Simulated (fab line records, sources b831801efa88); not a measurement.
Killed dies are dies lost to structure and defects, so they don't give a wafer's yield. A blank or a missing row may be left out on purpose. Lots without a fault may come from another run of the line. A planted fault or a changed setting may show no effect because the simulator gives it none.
Which tool did it? | flow gf180mcu | 11 lots, 33 wafers sampled, at 5 steps of a route of 602

WHAT THE GAUGES READ, wafer by wafer
The record holds no reading of a measuring or inspecting step that can be judged against a usual standard deviation.

WHICH TOOL RAN EACH LOT (tool, then ch and the chambers of the sampled wafers, then the start)
lot  | GF_V2_ETCH_17                                 | GF_M3_SPUTTER_00             | GF_M3_METAL_ETCH_16               | GF_M3_STRIP_17                       | GF_V3_CVD_02
L779 | rie_diel-01 ch 2,3, day 22 09:36 or earlier   | pvd_sputter-01, day 22 09:36 | rie_metal-03 ch 0,1, day 23 09:38 | plasma_asher-02 ch 0,1, day 23 09:46 | pecvd-04 ch 1,2, day 23 10:26
L784 | rie_diel-02 ch 1,3, day 24 08:34 or earlier   | pvd_sputter-02, day 24 08:34 | rie_metal-03 ch 0,1, day 25 07:04 | plasma_asher-01 ch 0,1, day 25 07:11 | pecvd-01 ch 0,1,2, day 25 07:52
L787 | rie_diel-01 ch 1,3, day 24 12:14 or earlier   | pvd_sputter-02, day 24 12:14 | rie_metal-03 ch 0,1, day 25 10:47 | plasma_asher-01 ch 0,1, day 25 10:55 | pecvd-04 ch 0,2, day 25 11:35
L790 | rie_diel-01 ch 0,1,3, day 25 12:22 or earlier | pvd_sputter-03, day 25 12:22 | rie_metal-02 ch 1, day 26 11:19   | plasma_asher-03 ch 0,1, day 26 11:26 | pecvd-01 ch 1,2, day 26 12:08
L791 | rie_diel-03 ch 0,1,3, day 25 18:34 or earlier | pvd_sputter-02, day 25 18:34 | rie_metal-02 ch 0,1, day 26 17:00 | plasma_asher-03 ch 0,1, day 26 17:07 | pecvd-04 ch 0,1,2, day 26 17:50
L792 | rie_diel-03 ch 0,2,3, day 26 05:14 or earlier | pvd_sputter-03, day 26 05:14 | rie_metal-02 ch 1, day 27 03:07   | plasma_asher-03 ch 0,1, day 27 03:22 | pecvd-03 ch 0,1,2, day 27 04:04
L793 | rie_diel-02 ch 0,1,3, day 26 14:35 or earlier | pvd_sputter-03, day 26 14:35 | rie_metal-01 ch 0,1, day 27 12:41 | plasma_asher-03 ch 0,1, day 27 12:49 | pecvd-03 ch 0,1,2, day 27 13:29
L796 | rie_diel-02 ch 0,3, day 27 12:32 or earlier   | pvd_sputter-02, day 27 12:32 | rie_metal-02 ch 0, day 28 09:07   | plasma_asher-03 ch 1, day 28 09:14   | pecvd-01 ch 0,2, day 28 09:54
L798 | rie_diel-03 ch 0,1,3, day 28 03:49 or earlier | pvd_sputter-01, day 28 03:49 | rie_metal-02 ch 0,1, day 28 23:21 | plasma_asher-01 ch 0,1, day 28 23:28 | pecvd-03 ch 0,2, day 29 00:08
L799 | rie_diel-01 ch 1,2,3, day 28 09:08 or earlier | pvd_sputter-01, day 28 09:08 | rie_metal-03 ch 0,1, day 29 05:45 | plasma_asher-03 ch 0,1, day 29 05:52 | pecvd-04 ch 0,1, day 29 06:30
L800 | rie_diel-03 ch 0,1,3, day 28 13:47 or earlier | pvd_sputter-01, day 28 13:47 | rie_metal-02 ch 1, day 29 09:52   | plasma_asher-03 ch 0,1, day 29 09:59 | pecvd-04 ch 1,2, day 29 10:41
- GF_V2_ETCH_17: etches SiO2 in C4F8/O2/Ar, stops on TiN, target depth 630 nm.
- GF_M3_SPUTTER_00: material Ti, target thk 37.5 nm, time 150 s.
- GF_M3_METAL_ETCH_16: etches the open film in Cl2/BCl3, stops on SiO2, target depth 750.8 nm, time 125.1 s.
- GF_M3_STRIP_17: strips in O2/N2.
- GF_V3_CVD_02: deposits SiO2 from TEOS, target thk 850 nm, time 94.851 s.

WHAT THE TOOLS THEMSELVES READ (means of the sampled wafers that have a number; where no wafer has one, the mark that the record gives instead)
GF_V2_ETCH_17.
lot  | tool        | oes_product_au (a.u.) | rf_fwd_power_W (W)
L779 | rie_diel-01 | 0.858                 | 1496
L784 | rie_diel-02 | 0.854                 | 1496
L787 | rie_diel-01 | 0.853                 | 1494
L790 | rie_diel-01 | 0.852                 | 1491
L791 | rie_diel-03 | 0.854                 | 1497
L792 | rie_diel-03 | 0.864                 | 1497
L793 | rie_diel-02 | 0.860                 | 1491
L796 | rie_diel-02 | 0.852                 | 1492
L798 | rie_diel-03 | 0.857                 | 1493
L799 | rie_diel-01 | 0.854                 | 1494
L800 | rie_diel-03 | 0.857                 | 1490

GF_M3_SPUTTER_00.
lot  | tool           | throttle_valve_pct (%)
L779 | pvd_sputter-01 | 30.0
L784 | pvd_sputter-02 | 29.9
L787 | pvd_sputter-02 | 30.6
L790 | pvd_sputter-03 | 31.1
L791 | pvd_sputter-02 | 30.3
L792 | pvd_sputter-03 | 30.7
L793 | pvd_sputter-03 | 31.4
L796 | pvd_sputter-02 | 30.5
L798 | pvd_sputter-01 | 29.9
L799 | pvd_sputter-01 | 29.2
L800 | pvd_sputter-01 | 28.8

GF_M3_METAL_ETCH_16.
lot  | tool         | drypump_motor_current_A (A) | oes_product_au (a.u.) | rf_fwd_power_W (W) | throttle_valve_pct (%)
L779 | rie_metal-03 | 5.82                        | 1.000                 | 794.7              | 28.222
L784 | rie_metal-03 | 5.71                        | 0.942                 | 710.4              | 28.278
L787 | rie_metal-03 | 5.71                        | 0.946                 | 710.1              | 28.284
L790 | rie_metal-02 | 6.08                        | 0.989                 | 794.4              | 28.235
L791 | rie_metal-02 | 5.89                        | 0.994                 | 797.3              | 28.226
L792 | rie_metal-02 | 6.10                        | 0.987                 | 794.5              | 28.241
L793 | rie_metal-01 | 6.52                        | 0.989                 | 797.1              | 28.230
L796 | rie_metal-02 | 5.79                        | 0.994                 | 794.3              | 28.229
L798 | rie_metal-02 | 5.98                        | 0.990                 | 796.5              | 28.227
L799 | rie_metal-03 | 5.69                        | 0.994                 | 794.0              | 28.232
L800 | rie_metal-02 | 6.10                        | 0.995                 | 796.3              | 28.220

GF_M3_STRIP_17.
lot  | tool            | drypump_motor_current_A (A) | heater_power_w (W) | oes_product_au (a.u.) | strip_time_to_endpoint_s (s)
L779 | plasma_asher-02 | 5.8                         | 325                | 0.539                 | 7.36
L784 | plasma_asher-01 | 5.8                         | 326                | 0.546                 | 7.66
L787 | plasma_asher-01 | 5.8                         | 331                | 0.548                 | 7.69
L790 | plasma_asher-03 | 5.2                         | 329                | 0.538                 | 7.38
L791 | plasma_asher-03 | 5.7                         | 367                | 0.535                 | 7.36
L792 | plasma_asher-03 | 5.6                         | 372                | 0.535                 | 7.39
L793 | plasma_asher-03 | 5.2                         | 335                | 0.538                 | 7.39
L796 | plasma_asher-03 | 4.9                         | 296                | 0.537                 | 7.39
L798 | plasma_asher-01 | 5.8                         | 327                | 0.538                 | 7.37
L799 | plasma_asher-03 | 5.2                         | 336                | 0.541                 | 7.36
L800 | plasma_asher-03 | 5.6                         | 371                | 0.543                 | 7.35

GF_V3_CVD_02.
lot  | tool     | heater_power_outer_w (W) | heater_power_w (W)
L779 | pecvd-04 | 432                      | 757
L784 | pecvd-01 | 342                      | 582
L787 | pecvd-04 | 474                      | 805
L790 | pecvd-01 | 331                      | 567
L791 | pecvd-04 | 408                      | 720
L792 | pecvd-03 | 429                      | 753
L793 | pecvd-03 | 455                      | 766
L796 | pecvd-01 | 290                      | 523
L798 | pecvd-03 | 410                      | 722
L799 | pecvd-04 | 341                      | 618
L800 | pecvd-04 | 429                      | 756

THE ANSWER, worked out from the rows above alone
Rule: what is usual is taken from the lots themselves. Put in order of their means at a reading, lots are off if they are a third of the lots or fewer, leave a main group of 4 or more, and stand apart from it by a gap of 3 or more times the standard deviation of the main group's means; of several such gaps the widest counts. A main group whose means are all the same, to the digits that the tables above print for the reading, isn't used. A lot without any number at a reading at which 4 lots or more have one is off too. The other lots that the step has rows for count as sound. The gauges are gone through in route order, then the tools' own readings, and for those a lot's mean is taken as printed above. The first step at which some lot is off is used, and at that step the reading that is off furthest; a lot without a number counts as furthest.
Off: L784, L787, at GF_M3_METAL_ETCH_16 (rf_fwd_power_W). The main group: mean 795.5 W, standard deviation 1.2.
A tool fits if, at that step or a process step before it, it ran every lot that is off, and no sound lot after the first of them. GF_V2_ETCH_17 gives no start for some lots, so the hours and the order of its lots are those of GF_M3_SPUTTER_00. None of those tried fits.

WHAT THE SIMULATOR HAD PUT IN
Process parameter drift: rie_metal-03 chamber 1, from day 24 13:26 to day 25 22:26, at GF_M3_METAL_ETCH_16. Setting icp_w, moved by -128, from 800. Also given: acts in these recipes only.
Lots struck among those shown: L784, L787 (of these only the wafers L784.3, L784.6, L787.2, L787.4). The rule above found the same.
